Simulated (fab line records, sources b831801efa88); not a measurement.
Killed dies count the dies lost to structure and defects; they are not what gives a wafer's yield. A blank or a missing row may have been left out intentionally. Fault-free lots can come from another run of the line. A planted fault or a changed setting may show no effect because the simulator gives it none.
Which tool did it? | flow sky130 | Sampling: 24 lots, 72 wafers, 5 of 708 route steps

## WHAT EACH GAUGE READ, for each wafer
SKY_GATE_OXIDE_THK_MEAS_02. Usual: GATE_OXIDE_OXIDATION_00_THK typically reads 10.30 nm, with standard deviation 0.19.
lot  | measured     | on            | GATE_OXIDE_OXIDATION_00_THK (nm) | flag
L074 | day 13 02:19 | film-metro-04 | 10.26 10.24 10.26                |
L075 | day 13 11:26 | film-metro-01 | 10.04 10.23 10.47                |
L076 | day 13 14:18 | film-metro-04 | 10.63 10.34 10.45                |
L077 | day 14 06:32 | film-metro-04 | 10.05 10.02 10.10                |
L078 | day 14 06:34 | film-metro-01 | 9.96 9.97 9.89                   |
L079 | day 14 17:59 | film-metro-01 | 10.19 10.14 10.00                |
L080 | day 14 22:17 | film-metro-02 | 10.50 10.38 10.42                |
L081 | day 15 06:05 | film-metro-02 | 10.32 10.28 10.33                |
L082 | day 15 10:12 | film-metro-04 | 10.25 10.14 10.20                |
L083 | day 15 20:13 | film-metro-02 | 10.11 10.07 10.09                |
L084 | day 16 08:57 | film-metro-01 | 10.52 10.45 10.34                |
L085 | day 16 19:58 | film-metro-01 | 10.11 10.14 9.99                 |
L086 | day 17 01:38 | film-metro-02 | 10.11 10.44 10.28                |
L087 | day 17 16:44 | film-metro-02 | 10.49 10.45 10.45                |
L088 | day 17 18:09 | film-metro-04 | 10.45 10.40 10.50                |
L089 | day 17 21:51 | film-metro-04 | 10.50 10.48 10.38                |
L090 | day 18 16:24 | film-metro-02 | 10.36 10.41 10.34                |
L091 | day 18 20:29 | film-metro-01 | 10.27 10.26 10.21                |
L093 | day 19 09:32 | film-metro-01 | 10.53 10.44 10.81                |
L092 | day 19 10:57 | film-metro-01 | 10.61 10.48 10.73                |
L094 | day 19 17:28 | film-metro-02 | 10.48 10.35 10.36                |
L095 | day 19 19:22 | film-metro-04 | 10.30 10.17 10.16                |
L096 | day 20 08:58 | film-metro-04 | 10.41 10.54 10.40                |
L097 | day 20 13:47 | film-metro-01 | 10.10 10.14 10.17                |

SKY_VIA1_CD_MEAS_12: target cd 150 nm. Usual: cd-nm reads 150.5 nm (standard deviation 1.8).
lot  | measured     | on        | cd-nm (nm)        | flag
L074 | day 34 05:30 | cd-sem-02 | 148.0 148.9 149.8 |
L075 | day 34 14:28 | cd-sem-01 | 153.0 150.7 151.0 |
L076 | day 34 21:15 | cd-sem-02 | 149.8 149.8 149.6 |
L077 | day 35 10:02 | cd-sem-01 | 152.1 151.3 151.6 |
L078 | day 35 07:45 | cd-sem-01 | 149.9 149.1 148.5 |
L079 | day 35 18:47 | cd-sem-02 | 150.6 149.4 152.1 |
L080 | day 35 18:26 | cd-sem-01 | 148.4 148.5 148.1 |
L081 | day 36 06:49 | cd-sem-01 | 151.4 150.3 150.9 |
L082 | day 36 10:01 | cd-sem-02 | 150.6 150.5 149.4 |
L083 | day 36 20:02 | cd-sem-02 | 154.8 151.5 152.5 |
L084 | day 37 11:13 | cd-sem-02 | 150.6 152.0 151.6 |
L085 | day 37 15:58 | cd-sem-02 | 149.6 148.6 152.0 |
L086 | day 37 23:33 | cd-sem-01 | 150.5 151.5 152.0 |
L087 | day 38 11:33 | cd-sem-02 | 149.4 151.1 149.5 |
L088 | day 38 14:22 | cd-sem-01 | 151.9 152.9 152.4 |
L089 | day 38 18:15 | cd-sem-02 | 150.3 150.4 152.9 |
L090 | day 39 04:35 | cd-sem-02 | 147.8 147.4 148.3 |
L091 | day 39 09:43 | cd-sem-02 | 148.8 148.5 149.6 |
L093 | day 40 01:34 | cd-sem-02 | 147.5 148.3 147.6 |
L092 | day 40 02:43 | cd-sem-02 | 150.0 150.7 148.2 |
L094 | day 40 03:37 | cd-sem-02 | 152.4 153.6 153.8 |
L095 | day 40 04:39 | cd-sem-01 | 152.4 152.9 153.1 |
L096 | day 40 14:40 | cd-sem-02 | 147.9 150.4 150.3 |
L097 | day 41 00:04 | cd-sem-01 | 151.5 152.2 151.9 |

SKY_CAP2M_THK_MEAS_01. Usual: CAP2M_CVD_00_THK typically reads 15.57 nm, with standard deviation 0.24.
lot  | measured     | on            | CAP2M_CVD_00_THK (nm) | flag
L074 | day 39 22:03 | film-metro-02 | 15.32 15.34 15.63     |
L075 | day 40 05:31 | film-metro-01 | 15.38 15.73 15.56     |
L076 | day 40 11:50 | film-metro-02 | 15.65 15.74 16.13     |
L077 | day 41 01:05 | film-metro-03 | 15.31 15.96 15.97     |
L078 | day 40 23:26 | film-metro-01 | 15.16 15.34 15.33     |
L079 | day 41 09:44 | film-metro-02 | 15.49 15.82 15.88     |
L080 | day 41 08:58 | film-metro-03 | 15.68 15.58 15.42     |
L081 | day 41 19:13 | film-metro-02 | 15.43 15.72 15.76     |
L082 | day 42 00:58 | film-metro-03 | 15.64 15.28 15.62     |
L083 | day 42 08:34 | film-metro-02 | 15.45 15.48 15.75     |
L084 | day 42 19:35 | film-metro-03 | 15.64 15.87 15.78     |
L085 | day 43 02:44 | film-metro-01 | 15.53 15.94 15.43     |
L086 | day 43 08:51 | film-metro-01 | 15.15 15.14 15.66     |
L087 | day 43 18:05 | film-metro-02 | 15.57 15.56 15.61     |
L088 | day 43 20:00 | film-metro-02 | 15.22 15.60 15.58     |
L089 | day 44 02:30 | film-metro-01 | 15.65 15.62 15.78     |
L090 | day 44 12:30 | film-metro-01 | 15.49 15.30 15.82     |
L091 | day 44 17:19 | film-metro-03 | 15.40 15.54 15.62     |
L093 | day 45 05:51 | film-metro-03 | 15.19 15.12 15.21     |
L092 | day 45 08:05 | film-metro-03 | 15.60 15.54 15.56     |
L094 | day 45 09:56 | film-metro-01 | 15.59 15.42 15.86     |
L095 | day 45 10:14 | film-metro-02 | 15.40 15.23 15.45     |
L096 | day 45 18:28 | film-metro-01 | 15.36 15.21 15.78     |
L097 | day 46 01:57 | film-metro-01 | 15.90 15.55 15.62     |

## TOOL THAT RAN EACH LOT (tool first, then ch and the chambers of the sampled wafers, then the start)
lot  | SKY_VIA2_CMP_02               | SKY_METAL4_SPUTTER_00
L074 | cmp-01 ch 0,3, day 35 10:29   | pvd-sputter-03, day 39 21:52
L075 | cmp-01 ch 0,2, day 35 19:41   | pvd-sputter-02, day 40 05:19
L076 | cmp-01 ch 0,2,3, day 36 02:18 | pvd-sputter-01, day 40 11:40
L077 | cmp-01 ch 1,2,3, day 36 14:30 | pvd-sputter-01, day 41 00:55
L078 | cmp-01 ch 0,1,3, day 36 12:49 | pvd-sputter-03, day 40 23:13
L079 | cmp-02 ch 0,1,2, day 36 22:49 | pvd-sputter-03, day 41 09:34
L080 | cmp-02 ch 0,1,2, day 36 22:13 | pvd-sputter-01, day 41 08:48
L081 | cmp-02 ch 0,1,2, day 37 11:22 | pvd-sputter-02, day 41 19:01
L082 | cmp-02 ch 0,2,3, day 37 15:13 | pvd-sputter-01, day 42 00:46
L083 | cmp-01 ch 1,2, day 38 00:55   | pvd-sputter-02, day 42 08:23
L084 | cmp-01 ch 0,1, day 38 15:08   | pvd-sputter-02, day 42 19:24
L085 | cmp-01 ch 0,1,3, day 38 20:20 | pvd-sputter-01, day 43 02:32
L086 | cmp-02 ch 0,3, day 39 03:39   | pvd-sputter-02, day 43 08:40
L087 | cmp-02 ch 1,2,3, day 39 14:10 | pvd-sputter-01, day 43 17:54
L088 | cmp-02 ch 0,1,2, day 39 16:28 | pvd-sputter-02, day 43 19:49
L089 | cmp-02 ch 0,2,3, day 39 22:52 | pvd-sputter-01, day 44 02:19
L090 | cmp-02 ch 0,2, day 40 07:56   | pvd-sputter-02, day 44 12:19
L091 | cmp-01 ch 0,1,2, day 40 13:04 | pvd-sputter-03, day 44 17:08
L093 | cmp-01 ch 0,2,3, day 41 04:56 | pvd-sputter-02, day 45 05:41
L092 | cmp-01 ch 2,3, day 41 05:40   | pvd-sputter-01, day 45 07:54
L094 | cmp-01 ch 1,2,3, day 41 07:30 | pvd-sputter-01, day 45 09:45
L095 | cmp-02 ch 0,1,2, day 41 07:47 | pvd-sputter-03, day 45 10:03
L096 | cmp-01 ch 0,1, day 41 17:55   | pvd-sputter-03, day 45 18:17
L097 | cmp-01 ch 0,2,3, day 42 02:28 | pvd-sputter-01, day 46 01:47
- SKY_VIA2_CMP_02: polishes SiO2.
- SKY_METAL4_SPUTTER_00: material Ti, target thk 15 nm, time 10 s.

## AS READ BY THE TOOLS THEMSELVES (means over the sampled wafers that have a number; for cases with no such wafer, the mark the record gives instead)
SKY_VIA2_CMP_02. Usual: motor-current-A 12.0 A, standard deviation 1.2; slurry-filter-dp-kPa 13.51 kPa, standard deviation 0.13; slurry-flow-ml-min 150.0, standard deviation 0.52.
lot  | tool   | motor-current-A (A) | slurry-filter-dp-kPa (kPa) | slurry-flow-ml-min | flag
L074 | cmp-01 | 12.0                | 13.34                      | 150.4              |
L075 | cmp-01 | 12.1                | 13.34                      | 149.6              |
L076 | cmp-01 | 11.7                | 13.51                      | 150.1              |
L077 | cmp-01 | 11.7                | 13.63                      | 150.5              |
L078 | cmp-01 | 11.7                | 13.36                      | 149.5              |
L079 | cmp-02 | 12.7                | 13.55                      | 149.8              |
L080 | cmp-02 | 12.9                | 13.45                      | 149.9              |
L081 | cmp-02 | 13.0                | 13.53                      | 150.3              |
L082 | cmp-02 | 12.6                | 13.48                      | 149.9              |
L083 | cmp-01 | 11.3                | 13.41                      | 149.7              |
L084 | cmp-01 | 10.9                | 13.48                      | 149.8              |
L085 | cmp-01 | 11.4                | 13.50                      | 150.5              |
L086 | cmp-02 | 11.6                | 13.38                      | 149.9              |
L087 | cmp-02 | 12.1                | 13.54                      | 149.9              |
L088 | cmp-02 | 13.2                | 13.58                      | 150.6              |
L089 | cmp-02 | 12.8                | 13.39                      | 150.3              |
L090 | cmp-02 | 13.7                | 13.59                      | 149.9              |
L091 | cmp-01 | 11.8                | 13.59                      | 150.1              |
L093 | cmp-01 | 11.9                | 13.54                      | 149.2              |
L092 | cmp-01 | 11.9                | 13.41                      | 150.3              |
L094 | cmp-01 | 12.1                | 13.59                      | 149.9              |
L095 | cmp-02 | 12.8                | 13.60                      | 149.9              |
L096 | cmp-01 | 11.6                | 13.65                      | 150.2              |
L097 | cmp-01 | 12.1                | 13.52                      | 150.0              |

SKY_METAL4_SPUTTER_00. Usual: throttle-valve-pct reads 30.0 % (standard deviation 0.94).
lot  | tool           | throttle-valve-pct (%) | flag
L074 | pvd-sputter-03 | 31.2                   |
L075 | pvd-sputter-02 | 29.4                   |
L076 | pvd-sputter-01 | 30.3                   |
L077 | pvd-sputter-01 | 29.7                   |
L078 | pvd-sputter-03 | 31.3                   |
L079 | pvd-sputter-03 | 31.8                   |
L080 | pvd-sputter-01 | 29.7                   |
L081 | pvd-sputter-02 | 29.2                   |
L082 | pvd-sputter-01 | 29.6                   |
L083 | pvd-sputter-02 | 29.2                   |
L084 | pvd-sputter-02 | 29.5                   |
L085 | pvd-sputter-01 | 29.9                   |
L086 | pvd-sputter-02 | 29.2                   |
L087 | pvd-sputter-01 | 29.4                   |
L088 | pvd-sputter-02 | 29.4                   |
L089 | pvd-sputter-01 | 29.5                   |
L090 | pvd-sputter-02 | 29.3                   |
L091 | pvd-sputter-03 | 31.4                   |
L093 | pvd-sputter-02 | 29.0                   |
L092 | pvd-sputter-01 | 29.0                   |
L094 | pvd-sputter-01 | 29.5                   |
L095 | pvd-sputter-03 | 31.1                   |
L096 | pvd-sputter-03 | 31.4                   |
L097 | pvd-sputter-01 | 29.4                   |

## THE ANSWER, worked out from the rows above alone
Rule: a lot counts as off when the mean over its wafers that have a number is more than 3 standard deviations away from the usual mean. A lot without any number at a reading at which 4 lots or more have one is off too. All remaining lots with rows at the step are treated as sound. Order of review: gauges by route order, followed by the tools' own readings, for which a lot's mean as printed above is used. The first step at which some lot is off is used, and at that step the reading that is off furthest; a lot without a number counts as furthest.
Nothing can be told from this: no lot is off at any reading shown.

## WHAT WAS PUT IN BY THE SIMULATOR
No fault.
